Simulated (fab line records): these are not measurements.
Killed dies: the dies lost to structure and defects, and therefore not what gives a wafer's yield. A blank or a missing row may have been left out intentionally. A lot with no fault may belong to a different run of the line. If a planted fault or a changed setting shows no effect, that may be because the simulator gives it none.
fab line records + flow sfq-line
[record]
- lots = 13
- wafers = 39
- last-day = 91
route steps=325 shown L0V@23 I0@54 M2@89 JJ@180
lots untouched by any fault: they come from a run of this same line in which no faults occurred
start-h: hours from the record's first day to the start of the lot's first wafer shown + wait-h: how many hours have passed since the lot's step before this one + " same as the row above + L1.1+2: one row covering several wafers at once + - no value, or no start given + * or withheld: withheld + < > ~ a bound
route shown NAME@n: a module of which the file shows steps, and the number in the route of the first + usual: mean/standard deviation of fault-free wafers + same: alike in all rows + chamber/n: place in a boat + sites: per-site readings + _std_site: the values' standard deviation + _edge_site: outer sites' mean less inner sites' + radius-mm: how far each site lies from the wafer's centre + mask NAME#n: copy n + behind: the most recent tool/chamber to have shaped the wafer + hold: why the lot was held/for how many hours/how that ended + device: transistor that didn't switch, given as n, p or np + end of line: the tests these same wafers got at the end of their route + step lacking rows: just its recipe + killed: the dies lost at the first sort to structure and to defects; this is not the yield of the wafer + map: the dies of a wafer, with x for killed, . for not killed, _ for no die there
set.NAME: the setting the step ran with; set.NAME@STEP: the setting that earlier step ran with + model.NAME: the simulator's own value behind a step, which no gauge read
the route's steps for a sample of lots (tables are steps, rows are wafers)
services: a tool's chamber out of use, with start hour (start-h, from the record's first day; less than 0 if before it), hours out, and reason
[[steps]]
[step SFQ_L0V_OVL_MEAS_903]
[usual]
- L0V_OVL = -4/6.6
| lot.wafer | tool       | chamber | start-h | wait-h | L0V_OVL[nm] |
|-----------|------------|---------|---------|--------|-------------|
| L453.1    | overlay-02 | -       | 161.09  | 0.1    | 6           |
| L453.3    | "          | -       | "       | "      | 3           |
| L453.4    | "          | -       | "       | "      | -1          |
| L454.2    | overlay-01 | -       | 164.70  | 0.1    | -6          |
| L454.5    | "          | -       | "       | "      | -11         |
| L454.6    | "          | -       | "       | "      | -9          |
| L455.1    | overlay-02 | -       | 165.89  | 0.1    | -14         |
| L455.2    | "          | -       | "       | "      | -9          |
| L455.4    | "          | -       | "       | "      | -10         |
| L459.3    | overlay-02 | -       | 212.60  | 0.1    | -4          |
| L459.4    | "          | -       | "       | "      | -6          |
| L459.6    | "          | -       | "       | "      | -10         |
| L461.1    | overlay-02 | -       | 235.39  | 0.1    | -9          |
| L461.4    | "          | -       | "       | "      | -5          |
| L461.5    | "          | -       | "       | "      | -5          |
| L462.2    | overlay-01 | -       | 243.80  | 0.1    | -7          |
| L462.5    | "          | -       | "       | "      | 0           |
| L462.6    | "          | -       | "       | "      | -8          |
| L464.2    | overlay-01 | -       | 260.47  | 0.1    | 7           |
| L464.3    | "          | -       | "       | "      | 0           |
| L464.6    | "          | -       | "       | "      | 6           |
| L466.3    | overlay-01 | -       | 278.48  | 0.1    | 2           |
| L466.5    | "          | -       | "       | "      | -2          |
| L466.6    | "          | -       | "       | "      | 2           |
| L467.1    | overlay-02 | -       | 287.09  | 0.1    | 2           |
| L467.2    | "          | -       | "       | "      | 0           |
| L467.6    | "          | -       | "       | "      | 5           |
| L468.3    | overlay-02 | -       | 290.70  | 0.1    | 5           |
| L468.4    | "          | -       | "       | "      | 16          |
| L468.6    | "          | -       | "       | "      | 6           |
| L470.1    | overlay-02 | -       | 299.09  | 0.1    | -4          |
| L470.4    | "          | -       | "       | "      | -3          |
| L470.5    | "          | -       | "       | "      | 3           |
| L471.1    | overlay-02 | -       | 305.09  | 0.1    | 3           |
| L471.5    | "          | -       | "       | "      | 4           |
| L471.6    | "          | -       | "       | "      | -2          |
| L474.1    | overlay-01 | -       | 329.00  | 0.1    | -12         |
| L474.3    | "          | -       | "       | "      | -14         |
| L474.5    | "          | -       | "       | "      | -13         |
[step SFQ_TRILAYER_I0_VIA_BARC_OPEN_VIA_ETCH_046]
[recipe]
- mask-material = PR
- chemistry = O2
- target-depth-nm = 125
- target = BARC
- source-w = 500
- bias-w = 80
- pressure-mtorr = 30
- time-s = 41.7
[usual]
- bias-w = 79.95/0.23
- drypump-motor-current-A = 5.7/0.37
- oes-product-au = 0.685/0.0045
| lot.wafer | tool        | chamber | start-h | wait-h | bias-w | drypump-motor-current-A | oes-product-au | rf-hours-counter-h |
|-----------|-------------|---------|---------|--------|--------|-------------------------|----------------|--------------------|
| L453.1    | rie-diel-02 | 0       | 396.14  | 0.0    | 80.05  | 5.1                     | 0.681          | 60                 |
| L453.3    | "           | 3       | "       | "      | 80.32  | 5.4                     | 0.682          | 54                 |
| L453.4    | "           | 2       | "       | "      | 80.14  | 6.1                     | 0.694          | 90                 |
| L454.2    | rie-diel-01 | 2       | 398.54  | 0.0    | 79.80  | 6.3                     | 0.687          | 99                 |
| L454.5    | "           | 3       | "       | "      | 80.26  | 5.9                     | 0.683          | -                  |
| L454.6    | "           | 2       | "       | "      | 79.89  | 6.3                     | 0.691          | -                  |
| L455.1    | rie-diel-03 | 3       | 400.94  | 0.0    | 80.08  | 6.0                     | 0.683          | 8                  |
| L455.2    | "           | 0       | "       | "      | 79.88  | 5.1                     | 0.681          | 17                 |
| L455.4    | "           | 0       | "       | "      | 79.70  | 5.2                     | 0.687          | -                  |
| L459.3    | rie-diel-03 | 2       | 450.97  | 0.0    | 79.53  | 5.7                     | 0.683          | 8                  |
| L459.4    | "           | 2       | "       | "      | 79.64  | 5.7                     | 0.689          | -                  |
| L459.6    | "           | 1       | "       | "      | 79.74  | 5.9                     | 0.686          | -                  |
| L461.1    | rie-diel-02 | 1       | 499.10  | 0.0    | 79.84  | 6.0                     | 0.688          | 72                 |
| L461.4    | "           | 3       | "       | "      | 79.92  | 5.5                     | 0.683          | -                  |
| L461.5    | "           | 0       | "       | "      | 80.02  | 5.1                     | 0.677          | -                  |
| L462.2    | rie-diel-02 | 1       | 507.62  | 0.0    | 80.25  | 6.0                     | 0.694          | 72                 |
| L462.5    | "           | 0       | "       | "      | 80.03  | 5.1                     | 0.679          | -                  |
| L462.6    | "           | 3       | "       | "      | 80.28  | 5.4                     | 0.688          | -                  |
| L464.2    | rie-diel-02 | 0       | 534.75  | 0.0    | 80.07  | 5.1                     | 0.685          | 61                 |
| L464.3    | "           | 3       | "       | "      | 80.26  | 5.4                     | 0.677          | 55                 |
| L464.6    | "           | 3       | "       | "      | 80.23  | 5.4                     | 0.688          | -                  |
| L466.3    | rie-diel-02 | 2       | 569.55  | 0.0    | 79.83  | 6.1                     | 0.684          | 0                  |
| L466.5    | "           | 2       | "       | "      | 79.89  | 6.1                     | 0.684          | -                  |
| L466.6    | "           | 1       | "       | "      | 80.01  | 6.0                     | 0.686          | -                  |
| L467.1    | rie-diel-03 | 3       | 577.95  | 0.0    | 79.85  | 6.0                     | 0.678          | 10                 |
| L467.2    | "           | 0       | "       | "      | 80.47  | 5.2                     | 0.683          | 19                 |
| L467.6    | "           | 3       | "       | "      | 80.23  | 6.0                     | 0.693          | -                  |
| L468.3    | rie-diel-02 | 2       | 582.75  | 0.0    | 80.08  | 6.1                     | 0.687          | 0                  |
| L468.4    | "           | 3       | "       | "      | 79.89  | 5.4                     | 0.687          | 56                 |
| L468.6    | "           | 0       | "       | "      | 79.93  | 5.1                     | 0.681          | -                  |
| L470.1    | rie-diel-03 | 0       | 598.82  | 0.0    | 80.33  | 5.2                     | 0.686          | 19                 |
| L470.4    | "           | 1       | "       | "      | 79.98  | 5.8                     | 0.687          | 2                  |
| L470.5    | "           | 3       | "       | "      | 80.19  | 6.0                     | 0.692          | -                  |
| L471.1    | rie-diel-03 | 3       | 602.64  | 0.0    | 79.95  | 6.0                     | 0.690          | 10                 |
| L471.5    | "           | 0       | "       | "      | 79.69  | 5.2                     | 0.689          | -                  |
| L471.6    | "           | 1       | "       | "      | 80.03  | 5.9                     | 0.680          | -                  |
| L474.1    | rie-diel-03 | 0       | 629.55  | 0.0    | 80.19  | 5.2                     | 0.688          | 20                 |
| L474.3    | "           | 3       | "       | "      | 80.14  | 6.0                     | 0.685          | 10                 |
| L474.5    | "           | 1       | "       | "      | 80.08  | 5.8                     | 0.683          | -                  |
[step SFQ_TRILAYER_M2_DEP_SPUTTER_055]
[recipe]
- material = Nb
- base-pressure-pa = 1.33e-06
- chamber-pressure-pa = 0.1333
- substrate-temp-c = 20
- resputter-cathode-voltage-v = 400
- target-thk-nm = 200
- power-w = 2000
- time-s = 133.3
[usual]
- chamber-pressure-pa = 0.13333/0.00025
- throttle-valve-pct = 30.1/0.74
| lot.wafer | tool           | chamber | start-h | wait-h | chamber-pressure-pa | throttle-valve-pct |
|-----------|----------------|---------|---------|--------|---------------------|--------------------|
| L453.1    | pvd-sputter-05 | -       | 567.35  | 0.0    | 0.13356             | 30.5               |
| L453.3    | "              | -       | "       | "      | 0.13346             | 31.1               |
| L453.4    | "              | -       | "       | "      | 0.13278             | 30.2               |
| L454.2    | pvd-sputter-06 | -       | 570.65  | 0.0    | 0.13358             | 30.5               |
| L454.5    | "              | -       | "       | "      | 0.13342             | 28.7               |
| L454.6    | "              | -       | "       | "      | 0.13299             | 30.4               |
| L455.1    | pvd-sputter-05 | -       | 573.35  | 0.0    | 0.13328             | 30.2               |
| L455.2    | "              | -       | "       | "      | 0.13312             | 31.1               |
| L455.4    | "              | -       | "       | "      | 0.1336              | 30.6               |
| L459.3    | pvd-sputter-04 | -       | 629.10  | 0.0    | 0.13287             | 29.9               |
| L459.4    | "              | -       | "       | "      | 0.13285             | 31.1               |
| L459.6    | "              | -       | "       | "      | 0.13316             | 29.2               |
| L461.1    | pvd-sputter-04 | -       | 681.94  | 0.0    | 0.13338             | 29.0               |
| L461.4    | "              | -       | "       | "      | 0.13374             | 31.3               |
| L461.5    | "              | -       | "       | "      | 0.13352             | 29.7               |
| L462.2    | pvd-sputter-06 | -       | 851.87  | 0.0    | 0.13348             | 28.8               |
| L462.5    | "              | -       | "       | "      | 0.13345             | 28.7               |
| L462.6    | "              | -       | "       | "      | 0.13358             | 29.2               |
| L464.2    | pvd-sputter-05 | -       | 871.56  | 0.0    | 0.13325             | 30.6               |
| L464.3    | "              | -       | "       | "      | 0.13338             | 30.5               |
| L464.6    | "              | -       | "       | "      | 0.13327             | 31.2               |
| L466.3    | pvd-sputter-06 | -       | 902.16  | 0.0    | 0.13351             | 30.4               |
| L466.5    | "              | -       | "       | "      | 0.13314             | 28.7               |
| L466.6    | "              | -       | "       | "      | 0.13304             | 30.1               |
| L467.1    | pvd-sputter-06 | -       | 908.16  | 0.0    | 0.13308             | 28.9               |
| L467.2    | "              | -       | "       | "      | 0.13371             | 29.6               |
| L467.6    | "              | -       | "       | "      | 0.13319             | 30.2               |
| L468.3    | pvd-sputter-06 | -       | 915.36  | 0.0    | 0.13329             | 30.3               |
| L468.4    | "              | -       | "       | "      | 0.13327             | 28.5               |
| L468.6    | "              | -       | "       | "      | 0.1333              | 30.2               |
| L470.1    | pvd-sputter-06 | -       | 931.03  | 0.0    | 0.13339             | 30.2               |
| L470.4    | "              | -       | "       | "      | 0.13329             | 29.3               |
| L470.5    | "              | -       | "       | "      | 0.13339             | 30.4               |
| L471.1    | pvd-sputter-06 | -       | 938.21  | 0.0    | 0.13363             | 28.9               |
| L471.5    | "              | -       | "       | "      | 0.13314             | 28.7               |
| L471.6    | "              | -       | "       | "      | 0.13324             | 29.5               |
| L474.1    | pvd-sputter-04 | -       | 951.36  | 0.0    | 0.13371             | 29.3               |
| L474.3    | "              | -       | "       | "      | 0.13341             | 31.0               |
| L474.5    | "              | -       | "       | "      | 0.13344             | 31.0               |
[step SFQ_M2_RS_MEAS_914]
[recipe]
- thk-meas-gauge = four-point-probe
- reads = Nb_of_TRILAYER_M2_DEP_SPUTTER_055
[usual]
- M2_NB_RS = 0.887/0.0092
| lot.wafer | tool          | chamber | start-h | wait-h | M2_NB_RS[ohm/sq] |
|-----------|---------------|---------|---------|--------|------------------|
| L453.1    | film-metro-02 | -       | 567.44  | 0.0    | 0.882            |
| L453.3    | "             | -       | "       | "      | 0.873            |
| L453.4    | "             | -       | "       | "      | 0.877            |
| L454.2    | film-metro-03 | -       | 570.77  | 0.1    | 0.885            |
| L454.5    | "             | -       | "       | "      | 0.882            |
| L454.6    | "             | -       | "       | "      | 0.890            |
| L455.1    | film-metro-04 | -       | 573.44  | 0.0    | 0.879            |
| L455.2    | "             | -       | "       | "      | 0.886            |
| L455.4    | "             | -       | "       | "      | 0.887            |
| L459.3    | film-metro-02 | -       | 629.23  | 0.1    | 0.899            |
| L459.4    | "             | -       | "       | "      | 0.903            |
| L459.6    | "             | -       | "       | "      | 0.898            |
| L461.1    | film-metro-04 | -       | 682.03  | 0.0    | 0.894            |
| L461.4    | "             | -       | "       | "      | 0.888            |
| L461.5    | "             | -       | "       | "      | 0.889            |
| L462.2    | film-metro-03 | -       | 851.98  | 0.1    | 0.886            |
| L462.5    | "             | -       | "       | "      | 0.889            |
| L462.6    | "             | -       | "       | "      | 0.881            |
| L464.2    | film-metro-03 | -       | 871.67  | 0.1    | 0.672            |
| L464.3    | "             | -       | "       | "      | 0.876            |
| L464.6    | "             | -       | "       | "      | 0.877            |
| L466.3    | film-metro-02 | -       | 902.29  | 0.1    | 0.887            |
| L466.5    | "             | -       | "       | "      | 0.892            |
| L466.6    | "             | -       | "       | "      | 0.892            |
| L467.1    | film-metro-02 | -       | 908.25  | 0.0    | 0.889            |
| L467.2    | "             | -       | "       | "      | 0.886            |
| L467.6    | "             | -       | "       | "      | 0.885            |
| L468.3    | film-metro-04 | -       | 915.49  | 0.1    | 0.893            |
| L468.4    | "             | -       | "       | "      | 0.889            |
| L468.6    | "             | -       | "       | "      | 0.897            |
| L470.1    | film-metro-04 | -       | 931.12  | 0.0    | 0.885            |
| L470.4    | "             | -       | "       | "      | 0.891            |
| L470.5    | "             | -       | "       | "      | 0.894            |
| L471.1    | film-metro-03 | -       | 938.30  | 0.0    | 0.893            |
| L471.5    | "             | -       | "       | "      | 0.889            |
| L471.6    | "             | -       | "       | "      | 0.892            |
| L474.1    | film-metro-03 | -       | 951.45  | 0.0    | 0.907            |
| L474.3    | "             | -       | "       | "      | 0.903            |
| L474.5    | "             | -       | "       | "      | 0.893            |
[step SFQ_TRILAYER_M2_ETCH_METAL_ETCH_060]
[recipe]
- target = Nb
- stop-on = SiO2
- mask-material = PR
- chemistry = Cl2/Ar
- target-depth-nm = 240
- icp-w = 600
- bias-w = 80
- pressure-mtorr = 10
- time-s = 120
[usual]
- bias-w = 80.04/0.22
- drypump-motor-current-A = 6.0/0.41
- oes-product-au = 0.896/0.007
| lot.wafer | tool         | chamber | start-h | wait-h | bias-w | drypump-motor-current-A | oes-product-au | rf-hours-counter-h |
|-----------|--------------|---------|---------|--------|--------|-------------------------|----------------|--------------------|
| L453.1    | rie-metal-01 | 1       | 570.96  | 0.0    | 80.32  | 5.9                     | 0.905          | 116                |
| L453.3    | "            | 1       | "       | "      | 80.49  | 5.9                     | 0.901          | -                  |
| L453.4    | "            | 0       | "       | "      | 79.86  | 6.4                     | 0.904          | -                  |
| L454.2    | rie-metal-01 | 1       | 573.65  | 0.0    | 80.12  | 5.9                     | 0.898          | 117                |
| L454.5    | "            | 1       | "       | "      | 80.48  | 5.9                     | 0.900          | -                  |
| L454.6    | "            | 0       | "       | "      | 80.01  | 6.5                     | 0.890          | -                  |
| L455.1    | rie-metal-04 | 1       | 576.65  | 0.0    | 80.04  | 5.8                     | 0.900          | 37                 |
| L455.2    | "            | 0       | "       | "      | 79.99  | 5.1                     | 0.889          | 127                |
| L455.4    | "            | 0       | "       | "      | 79.89  | 5.1                     | 0.894          | -                  |
| L459.3    | rie-metal-01 | 0       | 633.35  | 0.1    | 79.81  | 6.4                     | 0.894          | -                  |
| L459.4    | "            | 1       | "       | "      | 80.10  | 5.9                     | 0.891          | -                  |
| L459.6    | "            | 1       | "       | "      | 80.16  | 5.9                     | 0.891          | -                  |
| L461.1    | rie-metal-04 | 1       | 687.05  | 0.0    | 80.38  | 5.8                     | 0.896          | 52                 |
| L461.4    | "            | 0       | "       | "      | 80.69  | 5.1                     | 0.904          | -                  |
| L461.5    | "            | 0       | "       | "      | 80.41  | 5.1                     | 0.898          | -                  |
| L462.2    | rie-metal-01 | 1       | 855.86  | 0.0    | 80.33  | 5.9                     | 0.900          | 14                 |
| L462.5    | "            | 0       | "       | "      | 79.98  | 6.5                     | 0.895          | -                  |
| L462.6    | "            | 1       | "       | "      | 80.12  | 5.9                     | 0.901          | -                  |
| L464.2    | rie-metal-03 | 1       | 874.30  | 0.0    | 80.20  | 6.0                     | 0.994          | 85                 |
| L464.3    | "            | 1       | "       | "      | 79.92  | 6.0                     | 0.905          | -                  |
| L464.6    | "            | 1       | "       | "      | 80.02  | 6.0                     | 0.900          | -                  |
| L466.3    | rie-metal-01 | 1       | 913.47  | 0.1    | 80.23  | 5.9                     | 0.901          | -                  |
| L466.5    | "            | 1       | "       | "      | 80.26  | 5.9                     | 0.892          | -                  |
| L466.6    | "            | 0       | "       | "      | 79.88  | 6.5                     | 0.898          | -                  |
| L467.1    | rie-metal-04 | 0       | 914.63  | 0.0    | 79.91  | 5.1                     | 0.895          | 32                 |
| L467.2    | "            | 1       | "       | "      | 80.00  | 5.8                     | 0.897          | 88                 |
| L467.6    | "            | 1       | "       | "      | 80.07  | 5.8                     | 0.903          | -                  |
| L468.3    | rie-metal-01 | 0       | 918.27  | 0.1    | 80.00  | 6.5                     | 0.893          | -                  |
| L468.4    | "            | 1       | "       | "      | 80.09  | 5.8                     | 0.900          | -                  |
| L468.6    | "            | 0       | "       | "      | 80.32  | 6.5                     | 0.886          | -                  |
| L470.1    | rie-metal-01 | 1       | 933.65  | 0.0    | 79.83  | 5.9                     | 0.902          | 26                 |
| L470.4    | "            | 1       | "       | "      | 80.28  | 5.9                     | 0.895          | -                  |
| L470.5    | "            | 1       | "       | "      | 79.46  | 5.9                     | 0.891          | -                  |
| L471.1    | rie-metal-03 | 0       | 940.83  | 0.0    | 80.11  | 6.1                     | 0.887          | 11                 |
| L471.5    | "            | 0       | "       | "      | 80.05  | 6.1                     | 0.887          | -                  |
| L471.6    | "            | 1       | "       | "      | 79.83  | 6.0                     | 0.888          | -                  |
| L474.1    | rie-metal-04 | 0       | 954.26  | 0.0    | 80.27  | 5.1                     | 0.880          | 38                 |
| L474.3    | "            | 1       | "       | "      | 79.89  | 5.8                     | 0.881          | -                  |
| L474.5    | "            | 0       | "       | "      | 80.19  | 5.1                     | 0.889          | -                  |
[step SFQ_TRILAYER_JJ_TRILAYER_DEP_SPUTTER_110]
[recipe]
- material = Al
- base-pressure-pa = 1.33e-06
- target-thk-nm = 8
- power-w = 500
- time-s = 10
- chamber-pressure-pa = 0.4
[usual]
- chamber-pressure-pa = 0.4000/0.00086
- throttle-valve-pct = 30.2/1.1
| lot.wafer | tool           | chamber | start-h | wait-h | chamber-pressure-pa | throttle-valve-pct |
|-----------|----------------|---------|---------|--------|---------------------|--------------------|
| L453.1    | pvd-sputter-05 | -       | 1200.94 | 0.0    | 0.4008              | 30.3               |
| L453.3    | "              | -       | "       | "      | 0.4017              | 30.9               |
| L453.4    | "              | -       | "       | "      | 0.4001              | 30.6               |
| L454.2    | pvd-sputter-03 | -       | 1207.99 | 0.0    | 0.3988              | 30.8               |
| L454.5    | "              | -       | "       | "      | 0.4004              | 30.5               |
| L454.6    | "              | -       | "       | "      | 0.3987              | 31.4               |
| L455.1    | pvd-sputter-03 | -       | 1213.97 | 0.0    | 0.4002              | 31.6               |
| L455.2    | "              | -       | "       | "      | 0.3991              | 30.5               |
| L455.4    | "              | -       | "       | "      | 0.4019              | 27.8               |
| L459.3    | pvd-sputter-05 | -       | 1259.93 | 0.0    | 0.3996              | 30.6               |
| L459.4    | "              | -       | "       | "      | 0.3995              | 30.2               |
| L459.6    | "              | -       | "       | "      | 0.3993              | 30.4               |
| L461.1    | pvd-sputter-04 | -       | 1286.68 | 0.0    | 0.3992              | 31.1               |
| L461.4    | "              | -       | "       | "      | 0.4001              | 29.7               |
| L461.5    | "              | -       | "       | "      | 0.3993              | 31.2               |
| L462.2    | pvd-sputter-04 | -       | 1302.27 | 0.0    | 0.3991              | 31.0               |
| L462.5    | "              | -       | "       | "      | 0.3986              | 31.3               |
| L462.6    | "              | -       | "       | "      | 0.3990              | 29.1               |
| L464.2    | pvd-sputter-05 | -       | 1316.54 | 0.0    | 0.3986              | 30.2               |
| L464.3    | "              | -       | "       | "      | 0.4008              | 31.1               |
| L464.6    | "              | -       | "       | "      | 0.4016              | 30.4               |
| L466.3    | pvd-sputter-03 | -       | 1335.14 | 0.0    | 0.3985              | 27.9               |
| L466.5    | "              | -       | "       | "      | 0.3993              | 27.9               |
| L466.6    | "              | -       | "       | "      | 0.4005              | 30.3               |
| L467.1    | pvd-sputter-04 | -       | 1338.84 | 0.0    | 0.3991              | 29.1               |
| L467.2    | "              | -       | "       | "      | 0.3984              | 29.8               |
| L467.6    | "              | -       | "       | "      | 0.4003              | 31.2               |
| L468.3    | pvd-sputter-04 | -       | 1366.42 | 0.0    | 0.4005              | 29.0               |
| L468.4    | "              | -       | "       | "      | 0.3992              | 29.8               |
| L468.6    | "              | -       | "       | "      | 0.3997              | 29.0               |
| L470.1    | pvd-sputter-05 | -       | 1370.54 | 0.0    | 0.4013              | 30.4               |
| L470.4    | "              | -       | "       | "      | 0.4017              | 30.5               |
| L470.5    | "              | -       | "       | "      | 0.4010              | 30.2               |
| L471.1    | pvd-sputter-04 | -       | 1374.54 | 0.0    | 0.3993              | 29.3               |
| L471.5    | "              | -       | "       | "      | 0.4014              | 31.0               |
| L471.6    | "              | -       | "       | "      | 0.4014              | 30.0               |
| L474.1    | pvd-sputter-03 | -       | 1524.02 | 0.0    | 0.3992              | 27.5               |
| L474.3    | "              | -       | "       | "      | 0.4000              | 30.3               |
| L474.5    | "              | -       | "       | "      | 0.3991              | 27.8               |
[[services]]
| tool           | chamber | start-h | hours | kind   |
|----------------|---------|---------|-------|--------|
| pvd-sputter-06 | -       | 401.37  | 14.4  | repair |
| rie-metal-01   | 0       | 436.33  | 35.0  | repair |
| pvd-sputter-06 | -       | 447.40  | 3.3   | repair |
| pvd-sputter-04 | -       | 505.35  | 7.5   | repair |
| pvd-sputter-05 | -       | 522.14  | 1.0   | repair |
| pvd-sputter-06 | -       | 527.67  | 4.4   | repair |
| pvd-sputter-06 | -       | 600.13  | 3.3   | repair |
| pvd-sputter-06 | -       | 624.74  | 5.4   | repair |
| pvd-sputter-05 | -       | 682.48  | 3.6   | repair |
| rie-metal-01   | 0       | 741.76  | 4.3   | repair |
| pvd-sputter-06 | -       | 799.43  | 1.3   | repair |
| pvd-sputter-05 | -       | 809.29  | 1.7   | repair |
| rie-metal-01   | 1       | 814.38  | 6.8   | repair |
| pvd-sputter-06 | -       | 859.64  | 1.6   | repair |
| rie-metal-01   | -       | 979.78  | 0.8   | repair |
| rie-metal-01   | -       | 1002.77 | 28.1  | pm     |
| pvd-sputter-06 | -       | 1013.31 | 21.9  | repair |
| pvd-sputter-06 | -       | 1019.81 | 1.0   | repair |
| pvd-sputter-04 | -       | 1020.29 | 11.5  | repair |
| pvd-sputter-05 | -       | 1046.92 | 1.5   | repair |
| pvd-sputter-05 | -       | 1058.64 | 5.4   | repair |
| rie-metal-01   | -       | 1103.14 | 1.4   | pm     |
| pvd-sputter-05 | -       | 1132.50 | 1.9   | repair |
| pvd-sputter-04 | -       | 1248.97 | 8.8   | repair |
[[key]]
[first-sign]
- step = SFQ_M2_RS_MEAS_914
- reading = M2_NB_RS
- direction = down
- sigmas = 23
- usual = 0.887
- struck = 0.672
[effect]
- step = SFQ_TRILAYER_M2_ETCH_METAL_ETCH_060
- reading = oes-product-au
- direction = up
- sigmas = 14
- usual = 0.896
- struck = 0.994
met-at SFQ_TRILAYER_M2_DEP_SPUTTER_055
struck-lots L464
struck-wafers L464.2
not-acting-at SFQ_L0V_OVL_MEAS_903,SFQ_TRILAYER_I0_VIA_BARC_OPEN_VIA_ETCH_046,SFQ_TRILAYER_JJ_TRILAYER_DEP_SPUTTER_110
onset-between 573.35 871.56
[fault]
- kind = process-parameter-drift
- tool = pvd-sputter-05
- chamber = -
- onset-h = 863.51
- steps = SFQ_TRILAYER_M2_DEP_SPUTTER_055
- channel = target-thk-nm
- offset = 60.023
- shape = step
- end-h = 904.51
- acts-in = these-recipes-only
- stated = 200
- scope = struck-wafers-only
